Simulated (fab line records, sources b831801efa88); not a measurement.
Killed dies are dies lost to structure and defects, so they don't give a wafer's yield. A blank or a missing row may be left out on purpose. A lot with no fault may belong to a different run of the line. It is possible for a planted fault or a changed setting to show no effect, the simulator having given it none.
fab line records + flow gf180mcu
record
- lots=6
- wafers=18
- last_day=34
route steps=602 shown V1@346
lots with no fault: from the same line, run without faults
start_h: the number of hours between the record's first day and the start of the first shown wafer of the lot + wait_h: hours elapsed since this lot's preceding step + " unchanged from the row above + L1.1+2: several wafers, shown together as one row + - no value present, or no start provided + * or withheld: withheld + < > ~ a bound
route shown NAME@n: a module of which the file shows steps, and the number in the route of the first + usual: mean/standard deviation of fault-free wafers + same: alike in all rows + chamber/n: place in a boat + sites: readings site by site + _std_site: the values' standard deviation + _edge_site: outer sites' mean less inner sites' + radius_mm: for every site, how far away it sits from the centre of the wafer + mask NAME#n: copy n + behind: tool/chamber where the wafer was last shaped + hold: reason for holding the lot/hours on hold/outcome of the hold + device: transistor that didn't switch, given as n, p or np + end of line: the tests these same wafers got at the end of their route + where a step has no rows: the recipe by itself + killed: dies lost to structure and defects at the first sort, not the wafer's yield + map: a wafer's dies, marking killed ones x, the rest . and places with no die _
set.NAME: the setting the step ran with; set.NAME@STEP: the setting that earlier step ran with + model.NAME: the simulator's own value behind a step, which no gauge read
certain route steps with their lots: each step a table, each wafer a row
services: from which hour (start_h, from the record's first day; less than 0 if before it) a tool's chamber was out of use, for how many hours, and why
## steps
# step GF_V1_EXPOSE_11
# recipe
- mask_id=Via1
- target_cd_nm=260
- na=0.68
- source_shape=conventional
- sigma_outer=0.6
- dose_mj=38
# step GF_V1_PEB_12
# recipe
- peb_temp_c=135
- peb_time_s=90
- resist=KrF
# step GF_V1_DEVELOP_13
# recipe
- develop_time_s=60
- resist=KrF
- dev_temp_c=22.23
# step GF_V1_CD_MEAS_14
# recipe
- target_cd_nm=260
# usual
- cd_nm=259.7/1.2
| lot.wafer | tool      | chamber | start_h | wait_h | cd_nm |
|-----------|-----------|---------|---------|--------|-------|
| L456.1    | cd_sem-02 | -       | 459.66  | 0.1    | 258.8 |
| L456.3    | "         | -       | "       | "      | 258.5 |
| L456.4    | "         | -       | "       | "      | 258.4 |
| L464.2    | cd_sem-02 | -       | 519.08  | 0.1    | 259.2 |
| L464.4    | "         | -       | "       | "      | 261.4 |
| L464.5    | "         | -       | "       | "      | 258.9 |
| L465.3    | cd_sem-02 | -       | 526.55  | 0.1    | 260.2 |
| L465.4    | "         | -       | "       | "      | 260.8 |
| L465.5    | "         | -       | "       | "      | 261.0 |
| L470.2    | cd_sem-02 | -       | 566.38  | 0.1    | 259.4 |
| L470.4    | "         | -       | "       | "      | 259.7 |
| L470.5    | "         | -       | "       | "      | 259.4 |
| L472.1    | cd_sem-01 | -       | 580.44  | 0.1    | 260.4 |
| L472.4    | "         | -       | "       | "      | 260.0 |
| L472.5    | "         | -       | "       | "      | 260.6 |
| L473.1    | cd_sem-02 | -       | 589.99  | 0.1    | 260.4 |
| L473.5    | "         | -       | "       | "      | 258.7 |
| L473.6    | "         | -       | "       | "      | 260.1 |
# step GF_V1_OVL_MEAS_15
# usual
- V1_OVL=-4/5
| lot.wafer | tool       | chamber | start_h | wait_h | V1_OVL[nm] |
|-----------|------------|---------|---------|--------|------------|
| L456.1    | overlay-01 | -       | 459.78  | 0.1    | -12        |
| L456.3    | "          | -       | "       | "      | -8         |
| L456.4    | "          | -       | "       | "      | -3         |
| L464.2    | overlay-01 | -       | 519.18  | 0.1    | -11        |
| L464.4    | "          | -       | "       | "      | -8         |
| L464.5    | "          | -       | "       | "      | -2         |
| L465.3    | overlay-01 | -       | 526.64  | 0.1    | -3         |
| L465.4    | "          | -       | "       | "      | -2         |
| L465.5    | "          | -       | "       | "      | 5          |
| L470.2    | overlay-01 | -       | 566.48  | 0.1    | -2         |
| L470.4    | "          | -       | "       | "      | -4         |
| L470.5    | "          | -       | "       | "      | -8         |
| L472.1    | overlay-01 | -       | 580.56  | 0.1    | -3         |
| L472.4    | "          | -       | "       | "      | 8          |
| L472.5    | "          | -       | "       | "      | 1          |
| L473.1    | overlay-01 | -       | 590.11  | 0.1    | -4         |
| L473.5    | "          | -       | "       | "      | -5         |
| L473.6    | "          | -       | "       | "      | -6         |
# step GF_V1_ETCH_16
# recipe
- chemistry=N2/H2
- target_depth_a=withheld
- overetch_a=withheld
- time_s=withheld
- target=BARC
- ion_energy_ev=200
- source_w=500
- bias_w=100
- pressure_mtorr=30
- n2_flow_sccm=100
- h2_flow_sccm=200
# usual
- drypump_motor_current_A=6.1/0.4
- oes_product_au=0.854/0.0049
- throttle_valve_pct=13.226/0.0088
| lot.wafer | tool        | chamber | start_h | wait_h | drypump_motor_current_A | oes_product_au | throttle_valve_pct |
|-----------|-------------|---------|---------|--------|-------------------------|----------------|--------------------|
| L456.1    | rie_diel-01 | 1       | 459.81  | 0.0    | 6.1                     | 0.853          | 13.229             |
| L456.3    | "           | 2       | "       | "      | 6.5                     | 0.848          | 13.228             |
| L456.4    | "           | 0       | "       | "      | 5.9                     | 0.849          | 13.214             |
| L464.2    | rie_diel-03 | 2       | 519.21  | 0.0    | 6.5                     | 0.855          | 13.229             |
| L464.4    | "           | 1       | "       | "      | 5.8                     | 0.847          | 13.231             |
| L464.5    | "           | 2       | "       | "      | 6.5                     | 0.847          | 13.221             |
| L465.3    | rie_diel-03 | 2       | 526.66  | 0.0    | 6.4                     | 0.857          | 13.222             |
| L465.4    | "           | 2       | "       | "      | 6.4                     | 0.861          | 13.231             |
| L465.5    | "           | 1       | "       | "      | 5.8                     | 0.859          | 13.226             |
| L470.2    | rie_diel-01 | 0       | 566.51  | 0.0    | 5.9                     | 0.848          | 13.226             |
| L470.4    | "           | 3       | "       | "      | 5.6                     | 0.854          | 13.232             |
| L470.5    | "           | 1       | "       | "      | 6.1                     | 0.855          | 13.224             |
| L472.1    | rie_diel-02 | 1       | 580.59  | 0.0    | 6.0                     | 0.850          | 13.218             |
| L472.4    | "           | 1       | "       | "      | 5.9                     | 0.854          | 13.215             |
| L472.5    | "           | 2       | "       | "      | 6.4                     | 0.845          | 13.233             |
| L473.1    | rie_diel-02 | 3       | 590.14  | 0.0    | 5.4                     | 0.846          | 13.236             |
| L473.5    | "           | 3       | "       | "      | 5.3                     | 0.853          | 13.223             |
| L473.6    | "           | 2       | "       | "      | 6.4                     | 0.850          | 13.226             |
# step GF_V1_ETCH_17
# recipe
- chemistry=C4F8/O2/Ar
- mask_material=KrF
- target=SiO2
- stop_on=TiN
- source_w=1500
- bias_w=1200
- pressure_mtorr=40
- c4f8_flow_sccm=withheld
- O2_flow_sccm=6
- Ar_flow_sccm=300
- time_s=withheld
- target_depth_a=6300
# usual
- oes_product_au=0.855/0.0052
| lot.wafer | tool        | chamber | start_h | wait_h | oes_product_au |
|-----------|-------------|---------|---------|--------|----------------|
| L456.1    | rie_diel-01 | 1       | -       | -      | 0.850          |
| L456.3    | "           | 2       | "       | "      | 0.851          |
| L456.4    | "           | 0       | "       | "      | 0.848          |
| L464.2    | rie_diel-03 | 2       | -       | -      | 0.855          |
| L464.4    | "           | 1       | "       | "      | 0.860          |
| L464.5    | "           | 2       | "       | "      | 0.853          |
| L465.3    | rie_diel-03 | 2       | -       | -      | 0.860          |
| L465.4    | "           | 2       | "       | "      | 0.855          |
| L465.5    | "           | 1       | "       | "      | 0.848          |
| L470.2    | rie_diel-01 | 0       | -       | -      | 0.853          |
| L470.4    | "           | 3       | "       | "      | 0.859          |
| L470.5    | "           | 1       | "       | "      | 0.856          |
| L472.1    | rie_diel-02 | 1       | -       | -      | 0.857          |
| L472.4    | "           | 1       | "       | "      | 0.855          |
| L472.5    | "           | 2       | "       | "      | 0.861          |
| L473.1    | rie_diel-02 | 2       | -       | -      | 0.858          |
| L473.5    | "           | 2       | "       | "      | 0.862          |
| L473.6    | "           | 3       | "       | "      | 0.858          |
# step GF_V1_STRIP_18
# recipe
- chemistry=O2/N2
- power_w=1400
- pressure_mtorr=1500
- platen_temp_c=250
- o2_flow_sccm=3000
- n2_flow_sccm=300
- overash_fraction=0.5
# usual
- drypump_motor_current_A=5.41/0.28
- heater_power_w=301/20
- oes_product_au=0.591/0.0048
| lot.wafer | tool            | chamber | start_h | wait_h | drypump_motor_current_A | heater_power_w | oes_product_au | rf_hours_counter_h |
|-----------|-----------------|---------|---------|--------|-------------------------|----------------|----------------|--------------------|
| L456.1    | plasma_asher-02 | 1       | 459.94  | -      | 4.96                    | 295            | 0.598          | 64                 |
| L456.3    | "               | 1       | "       | "      | 4.98                    | 309            | 0.587          | -                  |
| L456.4    | "               | 0       | "       | "      | 5.57                    | 345            | 0.595          | -                  |
| L464.2    | plasma_asher-04 | 0       | 519.34  | -      | 5.48                    | 286            | 0.590          | 43                 |
| L464.4    | "               | 1       | "       | "      | 5.29                    | 311            | 0.587          | -                  |
| L464.5    | "               | 1       | "       | "      | 5.31                    | 314            | 0.585          | -                  |
| L465.3    | plasma_asher-03 | 1       | 526.83  | -      | 5.83                    | 292            | 0.583          | -                  |
| L465.4    | "               | 0       | "       | "      | 5.17                    | 285            | 0.598          | -                  |
| L465.5    | "               | 1       | "       | "      | 5.85                    | 296            | 0.590          | -                  |
| L470.2    | plasma_asher-02 | 1       | 566.64  | -      | 4.95                    | 300            | 0.581          | 74                 |
| L470.4    | "               | 0       | "       | "      | 5.59                    | 337            | 0.584          | -                  |
| L470.5    | "               | 0       | "       | "      | 5.61                    | 347            | 0.588          | -                  |
| L472.1    | plasma_asher-04 | 1       | 580.72  | -      | 5.27                    | 309            | 0.591          | 49                 |
| L472.4    | "               | 1       | "       | "      | 5.29                    | 300            | 0.587          | -                  |
| L472.5    | "               | 0       | "       | "      | 5.49                    | 283            | 0.584          | -                  |
| L473.1    | plasma_asher-04 | 1       | 590.27  | -      | 5.30                    | 315            | 0.581          | 50                 |
| L473.5    | "               | 1       | "       | "      | 5.28                    | 310            | 0.589          | -                  |
| L473.6    | "               | 0       | "       | "      | 5.47                    | 281            | 0.587          | -                  |
# step GF_V1_STRIP_19
# recipe
- chemistry=post_etch_residue_remover
- time_s=1200
- temp_c=72.5
# step GF_V1_CLEAN_20
# recipe
- chemistry=DIW
- dry=n2_spin
# step GF_V1_SPUTTER_21
# recipe
- material=Ti
- target_thk_nm=15
- chamber_pressure_pa=5
- power_w=2500
- substrate_temp_c=200
- time_s=80.02
# usual
- throttle_valve_pct=30.1/1.2
| lot.wafer | tool           | chamber | start_h | wait_h | throttle_valve_pct |
|-----------|----------------|---------|---------|--------|--------------------|
| L456.1    | pvd_sputter-03 | -       | 460.48  | 0.0    | 30.1               |
| L456.3    | "              | -       | "       | "      | 30.3               |
| L456.4    | "              | -       | "       | "      | 30.8               |
| L464.2    | pvd_sputter-02 | -       | 519.88  | 0.0    | 28.9               |
| L464.4    | "              | -       | "       | "      | 31.1               |
| L464.5    | "              | -       | "       | "      | 29.4               |
| L465.3    | pvd_sputter-02 | -       | 527.33  | 0.0    | 31.1               |
| L465.4    | "              | -       | "       | "      | 29.1               |
| L465.5    | "              | -       | "       | "      | 31.3               |
| L470.2    | pvd_sputter-02 | -       | 567.58  | 0.0    | 29.2               |
| L470.4    | "              | -       | "       | "      | 30.1               |
| L470.5    | "              | -       | "       | "      | 29.3               |
| L472.1    | pvd_sputter-02 | -       | 581.26  | 0.0    | 31.0               |
| L472.4    | "              | -       | "       | "      | 29.0               |
| L472.5    | "              | -       | "       | "      | 31.3               |
| L473.1    | pvd_sputter-02 | -       | 590.81  | 0.0    | 29.2               |
| L473.5    | "              | -       | "       | "      | 29.2               |
| L473.6    | "              | -       | "       | "      | 30.2               |
# step GF_V1_SPUTTER_22
# recipe
- material=TiN
- target_thk_nm=10
- chamber_pressure_pa=5
- power_w=4000
- time_s=40
# usual
- throttle_valve_pct=30.2/1.2
| lot.wafer | tool           | chamber | start_h | wait_h | throttle_valve_pct |
|-----------|----------------|---------|---------|--------|--------------------|
| L456.1    | pvd_sputter-03 | -       | 460.54  | 0.0    | 29.7               |
| L456.3    | "              | -       | "       | "      | 30.7               |
| L456.4    | "              | -       | "       | "      | 30.8               |
| L464.2    | pvd_sputter-02 | -       | 519.94  | 0.0    | 29.2               |
| L464.4    | "              | -       | "       | "      | 31.1               |
| L464.5    | "              | -       | "       | "      | 29.1               |
| L465.3    | pvd_sputter-02 | -       | 527.39  | 0.0    | 31.4               |
| L465.4    | "              | -       | "       | "      | 29.1               |
| L465.5    | "              | -       | "       | "      | 31.2               |
| L470.2    | pvd_sputter-02 | -       | 567.64  | 0.0    | 29.3               |
| L470.4    | "              | -       | "       | "      | 30.3               |
| L470.5    | "              | -       | "       | "      | 29.4               |
| L472.1    | pvd_sputter-02 | -       | 581.32  | 0.0    | 31.2               |
| L472.4    | "              | -       | "       | "      | 29.2               |
| L472.5    | "              | -       | "       | "      | 31.2               |
| L473.1    | pvd_sputter-02 | -       | 590.87  | 0.0    | 29.2               |
| L473.5    | "              | -       | "       | "      | 29.2               |
| L473.6    | "              | -       | "       | "      | 30.1               |
# step GF_V1_CVD_23
# recipe
- material=W
- target_thk_nm=350
- time_s=105.05
- temp_c=400
- pressure_torr=40
# usual
- chamber_pressure_Torr=39.99/0.096
- heater_power_outer_w=505/23
- heater_power_w=839/34
| lot.wafer | tool     | chamber | start_h | wait_h | chamber_pressure_Torr | heater_power_outer_w | heater_power_w |
|-----------|----------|---------|---------|--------|-----------------------|----------------------|----------------|
| L456.1    | cvd_w-01 | 1       | 460.58  | 0.0    | 39.99                 | 532                  | 829            |
| L456.3    | "        | 1       | "       | "      | 40.06                 | 528                  | 824            |
| L456.4    | "        | 0       | "       | "      | 39.99                 | 502                  | 815            |
| L464.2    | cvd_w-01 | 1       | 519.98  | 0.0    | -                     | -                    | -              |
| L464.4    | "        | 1       | "       | "      | -                     | -                    | -              |
| L464.5    | "        | 1       | "       | "      | -                     | -                    | -              |
| L465.3    | cvd_w-02 | 0       | 527.47  | 0.1    | -                     | -                    | -              |
| L465.4    | "        | 1       | "       | "      | -                     | -                    | -              |
| L465.5    | "        | 0       | "       | "      | -                     | -                    | -              |
| L470.2    | cvd_w-02 | 0       | 567.68  | 0.0    | 40.13                 | 514                  | 899            |
| L470.4    | "        | 1       | "       | "      | 40.12                 | 481                  | 835            |
| L470.5    | "        | 1       | "       | "      | 40.03                 | 467                  | 814            |
| L472.1    | cvd_w-02 | 1       | 581.36  | 0.0    | 39.92                 | 462                  | 839            |
| L472.4    | "        | 1       | "       | "      | 40.06                 | 476                  | 827            |
| L472.5    | "        | 1       | "       | "      | 39.87                 | 472                  | 849            |
| L473.1    | cvd_w-02 | 1       | 590.91  | 0.0    | 39.91                 | 472                  | 814            |
| L473.5    | "        | 1       | "       | "      | 39.74                 | 486                  | 826            |
| L473.6    | "        | 0       | "       | "      | 39.94                 | 528                  | 914            |
# step GF_V1_RS_MEAS_24
# recipe
- thk_meas_gauge=four-point-probe
- reads=W_of_V1_CVD_23+TiN_of_V1_SPUTTER_22+Ti_of_V1_SPUTTER_21
# usual
- V1_W_RS=0.329/0.0034
| lot.wafer | tool          | chamber | start_h | wait_h | V1_W_RS[ohm/sq] |
|-----------|---------------|---------|---------|--------|-----------------|
| L456.1    | film_metro-01 | -       | 460.69  | 0.1    | 0.327           |
| L456.3    | "             | -       | "       | "      | 0.334           |
| L456.4    | "             | -       | "       | "      | 0.332           |
| L464.2    | film_metro-01 | -       | 520.11  | 0.1    | 43.511          |
| L464.4    | "             | -       | "       | "      | 43.376          |
| L464.5    | "             | -       | "       | "      | 43.830          |
| L465.3    | film_metro-03 | -       | 527.59  | 0.1    | 43.322          |
| L465.4    | "             | -       | "       | "      | 43.879          |
| L465.5    | "             | -       | "       | "      | 43.372          |
| L470.2    | film_metro-01 | -       | 567.81  | 0.1    | 0.323           |
| L470.4    | "             | -       | "       | "      | 0.327           |
| L470.5    | "             | -       | "       | "      | 0.325           |
| L472.1    | film_metro-03 | -       | 581.47  | 0.1    | 0.331           |
| L472.4    | "             | -       | "       | "      | 0.329           |
| L472.5    | "             | -       | "       | "      | 0.329           |
| L473.1    | film_metro-04 | -       | 591.02  | 0.1    | 0.324           |
| L473.5    | "             | -       | "       | "      | 0.324           |
| L473.6    | "             | -       | "       | "      | 0.326           |
# step GF_V1_THK_MEAS_25
# recipe
- thk_meas_gauge=xrf
- reads=W_of_V1_CVD_23
# usual
- V1_W_THK=360/5.4
| lot.wafer | tool          | chamber | start_h | wait_h | V1_W_THK[nm] |
|-----------|---------------|---------|---------|--------|--------------|
| L456.1    | film_metro-01 | -       | 460.81  | 0.1    | 370          |
| L456.3    | "             | -       | "       | "      | 360          |
| L456.4    | "             | -       | "       | "      | 366          |
| L464.2    | film_metro-01 | -       | 520.22  | 0.1    | <0           |
| L464.4    | "             | -       | "       | "      | -            |
| L464.5    | "             | -       | "       | "      | -            |
| L465.3    | film_metro-03 | -       | 527.69  | 0.1    | <0           |
| L465.4    | "             | -       | "       | "      | <0           |
| L465.5    | "             | -       | "       | "      | <0           |
| L470.2    | film_metro-01 | -       | 567.92  | 0.1    | 375          |
| L470.4    | "             | -       | "       | "      | 370          |
| L470.5    | "             | -       | "       | "      | 374          |
| L472.1    | film_metro-03 | -       | 581.59  | 0.1    | 356          |
| L472.4    | "             | -       | "       | "      | 359          |
| L472.5    | "             | -       | "       | "      | 360          |
| L473.1    | film_metro-04 | -       | 591.14  | 0.1    | 360          |
| L473.5    | "             | -       | "       | "      | 362          |
| L473.6    | "             | -       | "       | "      | 360          |
# step GF_V1_CMP_26
# recipe
- stop_on=SiO2
- down_force_psi=3.5
- platen_rpm=60
- t_overpolish_s=15
- target_thk_nm=0
- pad_velocity_m_s=0.94248
# usual
- motor_current_A=11.3/1.1
- time_to_endpoint_s=83/5.3
| lot.wafer | tool   | chamber | start_h | wait_h | motor_current_A | time_to_endpoint_s |
|-----------|--------|---------|---------|--------|-----------------|--------------------|
| L456.4    | cmp-01 | 3       | 460.87  | 0.0    | 12.5            | 77                 |
| L456.3    | "      | 1       | "       | "      | 11.5            | 83                 |
| L456.1    | "      | 2       | "       | "      | 12.7            | 83                 |
| L464.2    | cmp-02 | 0       | 520.32  | 0.1    | 11.4            | 3                  |
| L464.4    | "      | 1       | "       | "      | 12.7            | 5                  |
| L464.5    | "      | 0       | "       | "      | 11.9            | 4                  |
| L465.4    | cmp-02 | 1       | 527.78  | 0.1    | 12.0            | 9                  |
| L465.3    | "      | 3       | "       | "      | 11.0            | 4                  |
| L465.5    | "      | 1       | "       | "      | 12.6            | 7                  |
| L470.4    | cmp-01 | 2       | 568.07  | 0.1    | 12.3            | 77                 |
| L470.2    | "      | 3       | "       | "      | 11.9            | 81                 |
| L470.5    | "      | 1       | "       | "      | 10.7            | 87                 |
| L472.1    | cmp-02 | 2       | 581.70  | 0.1    | 9.3             | 77                 |
| L472.4    | "      | 3       | "       | "      | 11.0            | 87                 |
| L472.5    | "      | 1       | "       | "      | 12.3            | 90                 |
| L473.1    | cmp-01 | 1       | 591.25  | 0.1    | 10.8            | 84                 |
| L473.6    | "      | 0       | "       | "      | 10.5            | 87                 |
| L473.5    | "      | 1       | "       | "      | 11.6            | 84                 |
## services
| tool            | chamber | start_h | hours | kind                   |
|-----------------|---------|---------|-------|------------------------|
| plasma_asher-03 | -       | 446.94  | 12.6  | repair                 |
| rie_diel-03     | -       | 447.10  | 2.8   | pm                     |
| cmp-01          | -       | 451.22  | 1.0   | repair                 |
| pvd_sputter-03  | -       | 467.58  | 21.1  | repair                 |
| cvd_w-01        | 1       | 469.35  | 11.6  | repair                 |
| rie_diel-02     | 0       | 486.22  | 15.6  | repair                 |
| rie_diel-03     | 2       | 492.43  | 4.1   | repair                 |
| cvd_w-02        | 1       | 500.32  | 5.0   | repair                 |
| cmp-02          | -       | 510.46  | 0.3   | repair                 |
| pvd_sputter-03  | -       | 521.49  | 2.5   | repair                 |
| rie_diel-02     | 0       | 530.14  | 7.7   | repair                 |
| rie_diel-01     | -       | 536.48  | 2.8   | pm                     |
| rie_diel-02     | 1       | 538.83  | 3.5   | repair                 |
| cmp-02          | -       | 541.29  | 0.3   | repair                 |
| plasma_asher-03 | -       | 544.51  | 5.7   | repair                 |
| rie_diel-02     | -       | 556.08  | 14.6  | pm                     |
| plasma_asher-02 | -       | 557.60  | 2.5   | repair                 |
| plasma_asher-04 | -       | 560.22  | 3.4   | repair                 |
| pvd_sputter-02  | 2       | 561.37  | -     | consumable_replace:kit |
| pvd_sputter-02  | 2       | 561.37  | 18.0  | scheduled_down         |
| pvd_sputter-02  | 2       | 561.37  | 18.0  | vent_cycle             |
| rie_diel-02     | 3       | 570.97  | 18.2  | repair                 |
| cmp-02          | -       | 572.25  | 4.0   | pm                     |
| rie_diel-03     | 3       | 575.53  | 1.7   | repair                 |
## key
first_sign
- step=GF_V1_CVD_23
- reading=tool_record
- direction=missing
effect
- step=GF_V1_RS_MEAS_24
- reading=V1_W_RS
- direction=up
- sigmas=99+
- usual=0.329
- struck=43.548
effect
- step=GF_V1_THK_MEAS_25
- reading=V1_W_THK
- direction=down
- sigmas=67
- usual=360
- struck=<0
effect
- step=GF_V1_CMP_26
- reading=time_to_endpoint_s
- direction=down
- sigmas=15
- usual=*
- struck=*
met_at GF_V1_CVD_23
struck_wafers L464.2,L464.4,L464.5,L465.3,L465.4,L465.5
later_rows_left_out L464.2,L464.4,L464.5,L465.3,L465.4,L465.5
sort_left_out L464.2,L464.4,L464.5,L465.3,L465.4,L465.5
tester_left_out L465
onset_between 460.58 519.98
earlier_fault
- kind=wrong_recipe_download
- tool=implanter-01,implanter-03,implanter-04
- chamber=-
- onset_h=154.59
- steps=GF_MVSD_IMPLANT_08
- wrong_recipe.not_listed=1
fault
- kind=skipped_step_whole
- tool=cvd_w-01,cvd_w-02
- chamber=-
- onset_h=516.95
- steps=GF_V1_CVD_23
- scope=struck_lots_only
# tester_left_out: of these lots the tester's yield and bins aren't shown, on N5 and GAA mostly nor the transistor test; their killed dies are dies lost to structure and defects alone, not to doping, threshold or leakage, so they don't give the yield
# sort_left_out: the simulated sort isn't trusted on such a fault, so these wafers' sort isn't shown, and their yield isn't known
# later_rows_left_out: the simulator's readings of these wafers behind a module that went badly wrong aren't trusted and aren't shown, but for the sort
